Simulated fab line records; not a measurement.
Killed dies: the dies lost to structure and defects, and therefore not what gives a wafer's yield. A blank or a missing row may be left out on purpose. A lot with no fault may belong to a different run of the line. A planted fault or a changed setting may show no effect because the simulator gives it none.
Problem report, 8D (eight disciplines) form, completed by code    flow sky130    the parts of the form that need people (team, actions taken, sign-off) are left out

== 1. THE PROBLEM ==
runLengthS at SKY_FIELD_ISO_ETCH_17 reads a mean of 122.2 s on 3 wafers of 3 lots; wafers without a fault read 126.1 s with a standard deviation of 0.33. Relative to the usual mean, that is a shift of -12 standard deviations.
The step: etches Si in HBr/Cl2/O2, target depth 342 nm, time 97.7 s.
Earliest sighting: wafer L581.6 on rieSi-01 at day 6 05:54. At this step, 21 wafers from 7 lots have a number in the record. By rule, "out" or "out of limits" means more than 4 standard deviations away from the usual mean. All remaining wafers that have a number are taken as sound.

== 2. WHAT IT IS; WHAT IT IS NOT ==
question                     is                      is not
which readings at this step  runLengthS              drypumpMotorCurrentA, oesProductAu, throttleValvePct
which lots                   L581, L582, L583        L566, L573, L574, L576
which wafers of those lots   L581.6, L582.4, L583.5  L581.2, L581.4, L582.1, L582.6, L583.1, L583.3
read on which tools          rieSi-01                -
when                         from day 6 05:54        up to then (14 sound wafers); but 4 sound wafers of L582, L583 came after

== 3. THE SUSPECTS, EACH WITH WHAT RULES IT OUT ==
Counting: if a tool at a process step up to the reading ran every lot that is out, it stays a suspect. Sound lots after the first of them don't rule it out here, since some wafers of a struck lot are sound.
- rieSi-01 at SKY_FIELD_ISO_ETCH_17 (etches Si in HBr/Cl2/O2, target depth 342 nm, time 97.7 s): kept. It processed each lot that is out (first: L581, day 6 05:54); up to then, its last sound lot is L576 (day 5 01:28). Its own readings are out on those wafers: runLengthS.
- In rieSi-01 at SKY_FIELD_ISO_ETCH_17, the wafers that are out were processed in chamber 0 and their sound lot-mates in chambers 1, 2, 3.
Remaining after the count: rieSi-01 at SKY_FIELD_ISO_ETCH_17.

== 4. THE CAUSE (what the simulator had put in) ==
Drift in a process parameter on rieSi-01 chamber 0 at SKY_FIELD_ISO_ETCH_17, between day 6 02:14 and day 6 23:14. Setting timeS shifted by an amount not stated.
Only this tool survived the counting.

== 5. SEQUENCE OF EFFECTS, ordered by route ==
One row per reading whose mean, taken over the struck wafers that have a number, lies over 3 standard deviations from the usual. Scope: only readings with a usual standard deviation given in the record; hours: median across lots of the time from each lot's start at the first step in this table that gives one to its start at this step; sigmas: change in usual standard deviations.
hours  step                   reading     usual    on struck wafers  change  sigmas
0      SKY_FIELD_ISO_ETCH_17  runLengthS  126.1 s  122.2             -3.9    -12
Here are the process steps it includes:
- SKY_FIELD_ISO_ETCH_17: etches Si in HBr/Cl2/O2, target depth 342 nm, time 97.7 s.

== 6. HOW IT WOULD HAVE BEEN CAUGHT EARLIER ==
In this record no reading fell out of limits until day 6 05:54, 4 hours after the fault had begun at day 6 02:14.
